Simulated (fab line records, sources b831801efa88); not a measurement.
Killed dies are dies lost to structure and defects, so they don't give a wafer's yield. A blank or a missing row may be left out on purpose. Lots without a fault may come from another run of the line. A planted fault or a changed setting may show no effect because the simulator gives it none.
Chamber matching | flow sky130 | SKY_VIA3_ETCH_15 on rie_diel-04: 4 sister chambers
The step etches SiO2 in C4F8/O2/Ar, stops on TiN, target depth 507 nm, time 78 s. 18 wafers are shown with their chamber, then 9 later ones without.

WAFERS WITH THEIR CHAMBER
wafer  | chamber | oes_product_au (a.u.)
L076.1 | 2       | 0.944
L076.2 | 0       | 0.950
L076.3 | 3       | 0.950
L076.4 | 1       | 0.948
L076.5 | 2       | 0.945
L076.6 | 3       | 0.946
L081.1 | 1       | 0.941
L081.2 | 0       | 0.942
L081.5 | 1       | 0.942
L084.1 | 3       | 0.946
L084.2 | 0       | 0.942
L084.6 | 0       | 0.949
L087.1 | 1       | 0.955
L087.2 | 3       | 0.946
L087.3 | 0       | 0.944
L091.1 | 2       | 0.949
L091.2 | 3       | 0.949
L091.3 | 1       | 0.946

SIGNATURES (means of the wafers above)
reading        | chamber 0 | chamber 1 | chamber 2 | chamber 3 | scatter within a chamber
oes_product_au | 0.94540   | 0.94640   | 0.94600   | 0.94740   | 0.00391
Rule: a wafer's distance from a chamber is the root of the sum, over the readings, of the square of ((its reading less the chamber's mean) divided by the reading's scatter). The wafer belongs to the nearest chamber; if the next one is less than 2 further off, it can't be placed. The scatter: the root of (the sum of the squares of (reading less its chamber's mean) over the shown wafers, divided by (wafers less chambers)).

WAFERS WITHOUT THEIR CHAMBER
wafer  | oes_product_au (a.u.)
L091.4 | 0.940
L091.5 | 0.945
L091.6 | 0.944
L092.2 | 0.942
L092.3 | 0.946
L092.4 | 0.936
L097.3 | 0.952
L097.4 | 0.939
L097.5 | 0.949

WHICH CHAMBER EACH WENT THROUGH
wafer  | from the rows above               | in truth
L091.4 | can't be placed: 0 or 2 or 1 or 3 | 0
L091.5 | can't be placed: 0 or 2 or 1 or 3 | 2
L091.6 | can't be placed: 0 or 2 or 1 or 3 | 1
L092.2 | can't be placed: 0 or 2 or 1 or 3 | 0
L092.3 | can't be placed: 2 or 1 or 0 or 3 | 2
L092.4 | can't be placed: 0 or 2 or 1 or 3 | 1
L097.3 | can't be placed: 3 or 1 or 2 or 0 | 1
L097.4 | can't be placed: 0 or 2 or 1 or 3 | 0
L097.5 | can't be placed: 3 or 1 or 2 or 0 | 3
Placed correctly: 0 of 9. Can't be placed from these rows: 9 (the true chamber is among the candidates in 9). Placed wrongly: 0.
